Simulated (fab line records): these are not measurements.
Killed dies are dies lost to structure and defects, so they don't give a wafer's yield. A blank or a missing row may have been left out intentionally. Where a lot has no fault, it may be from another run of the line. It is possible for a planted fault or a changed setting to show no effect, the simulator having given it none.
Problem report, 8D (eight disciplines) form, completed by code :: flow gf180mcu :: the parts of the form that need people (team, actions taken, sign-off) are left out

## 1. PROBLEM STATEMENT
exposure-dose-mJ-cm2 at GF_MVSD_EXPOSE_04 reads a mean of 245.59 on 12 wafers of 4 lots; wafers without a fault read 260.05 with a standard deviation of 0.29. Measured from the usual mean, that is -50 standard deviations.
The step: exposes mask MVSD, target cd 1000 nm.
Seen first at day 6 14:48 on iline-stepper-02, wafer L956.1. The record holds 42 wafers of 14 lots with a number at this step. Rule for "out", or "out of limits": more than 4 standard deviations from the usual mean. All remaining wafers that have a number are taken as sound.

## 2. WHAT IT IS AND WHAT IT IS NOT
question: which readings at this step
is: exposure-dose-mJ-cm2
is not: -

question: which lots
is: L956, L958, L960, L962
is not: L947, L948, L949, L951, L953, L957, L964, L965, L966, L968

question: which wafers of those lots
is: all that have a number
is not: -

question: read on which tools
is: iline-stepper-02
is not: iline-stepper-01

question: when
is: from day 6 14:48
is not: up to then (15 sound wafers); but 15 sound wafers of L957, L964, L965, L966, L968 came after

## 3. SUSPECTS, AND WHAT RULES EACH OUT
Counting: a tool at any process step up to the reading remains a suspect when it ran all the lots that are out and ran no sound lot after the first of those.
- iline-stepper-02 at GF_MVSD_EXPOSE_04 (exposes mask MVSD, target cd 1000 nm): kept. It processed each lot that is out, first L956 at day 6 14:48, and no sound lot thereafter; up to then, the last sound lot it processed was L953 at day 5 22:57. Its own readings are out on those wafers: exposure-dose-mJ-cm2.
After counting, what remains is iline-stepper-02 at GF_MVSD_EXPOSE_04.

## 4. THE CAUSE (what the simulator had put in)
Process parameters drifting: iline-stepper-02 at GF_MVSD_EXPOSE_04, beginning at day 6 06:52. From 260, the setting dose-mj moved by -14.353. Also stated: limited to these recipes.
Only this tool survived the counting.

## 5. THE EFFECT CHAIN, in route order
Rows list readings where the struck wafers' mean (over those with a number) sits beyond 3 standard deviations from the usual. Readings are gone through only where the record gives a usual standard deviation; hours: the median, over the lots, of the time from a lot's start at the first step in this table giving one to that lot's start at this step; sigmas: the change measured in usual standard deviations.
hours: 0
step: GF_MVSD_EXPOSE_04
reading: exposure-dose-mJ-cm2
usual: 260.05
on struck wafers: 245.59
change: -14.46
sigmas: -50
Process steps it contains:
- GF_MVSD_EXPOSE_04: exposes mask MVSD, target cd 1000 nm.
Later steps that measure or inspect, where all struck wafers having a row at the step show a number for every such reading and not one has moved that far: GF_VT_IMPLANT_TW_MEAS_21.

## 6. WHAT WOULD HAVE CAUGHT IT SOONER
In this record no reading fell out of limits until day 6 14:48, 8 hours after the fault had begun at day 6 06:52.
